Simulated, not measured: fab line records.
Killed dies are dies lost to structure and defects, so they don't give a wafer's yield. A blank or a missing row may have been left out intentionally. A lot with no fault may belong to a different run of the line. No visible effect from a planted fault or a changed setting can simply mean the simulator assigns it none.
Code-filled problem report in 8D (eight disciplines) form	flow sky130	the parts of the form that need people (team, actions taken, sign-off) are left out

## 1. WHAT WENT WRONG
VT_ADJUST_HVTP_TW at SKY_VT_ADJUST_HVTP_TW_MEAS_11 reads a mean of 1297 on 2 wafers of 2 lots; wafers without a fault read 1367 with a standard deviation of 13. Relative to the usual mean, that is a shift of -5.4 standard deviations.
First observed at day 10 09:59: wafer L259.1, on filmMetro-02. Wafers with a number at this step in the record: 41, from 14 lots. Rule for "out" (also "out of limits"): further than 4 standard deviations from the usual mean. All remaining wafers that have a number are taken as sound.

## 2. WHAT IT IS, AND WHAT IT ISN'T
question	is	is not
which readings at this step	VT_ADJUST_HVTP_TW	-
which lots	L259, L262	L243, L245, L247, L248, L249, L250, L251, L252, L253, L254, L258, L265
which wafers of those lots	L259.1, L262.1	L259.4, L262.3, L262.6
read on which gauges	filmMetro-02, filmMetro-04	filmMetro-03
when	from day 10 09:59	up to then (34 sound wafers); but 5 sound wafers of L262, L265 came after

## 3. THE SUSPECTS, EACH WITH WHAT RULES IT OUT
Counting: a tool at a process step up to the reading stays a suspect if it ran every lot that is out. Sound lots after the first of them don't rule it out here, since some wafers of a struck lot are sound.
- the gauge at SKY_VT_ADJUST_HVTP_TW_MEAS_11 is ruled out. The wafers that are out were read on 2 gauges (filmMetro-02, filmMetro-04).
- implanter-03 at SKY_VT_ADJUST_HVTP_IMPLANT_09: kept. It processed each lot that is out (first: L259, day 10 09:44); up to then, its last sound lot is L254 (day 9 02:20).
The count leaves implanter-03 at SKY_VT_ADJUST_HVTP_IMPLANT_09.

## 4. THE CAUSE (what the simulator had put in)
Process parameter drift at SKY_VT_ADJUST_HVTP_IMPLANT_09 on implanter-03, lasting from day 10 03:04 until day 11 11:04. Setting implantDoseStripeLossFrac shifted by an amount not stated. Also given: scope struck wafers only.
Counting left only this tool.

## 5. SEQUENCE OF EFFECTS, ordered by route
One row per reading whose mean, taken over the struck wafers that have a number, lies over 3 standard deviations from the usual. Readings are gone through only where the record gives a usual standard deviation; hours: the median, over the lots, of the time from a lot's start at the first step in this table giving one to that lot's start at this step; sigmas: the change measured in usual standard deviations.
hours	step	reading	usual	on struck wafers	change	sigmas
0	SKY_VT_ADJUST_HVTP_TW_MEAS_11	VT_ADJUST_HVTP_TW	1367	1297	-70	-5.4
Later steps that measure or inspect, where all struck wafers having a row at the step show a number for every such reading and not one has moved that far: SKY_VT_ADJUST_LVTN_OVL_MEAS_07, SKY_VT_ADJUST_LVTN_TW_MEAS_10.

## 6. HOW IT WOULD HAVE BEEN CAUGHT EARLIER
7 hours passed between the start of the fault at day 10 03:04 and the first reading out of limits at a measuring or inspecting step in this record, taken at day 10 09:59.
Lots out: 2; of these, L262 started SKY_VT_ADJUST_HVTP_IMPLANT_09 on implanter-03 after day 10 09:59. It would have been spared by a hold on the tool at that moment.
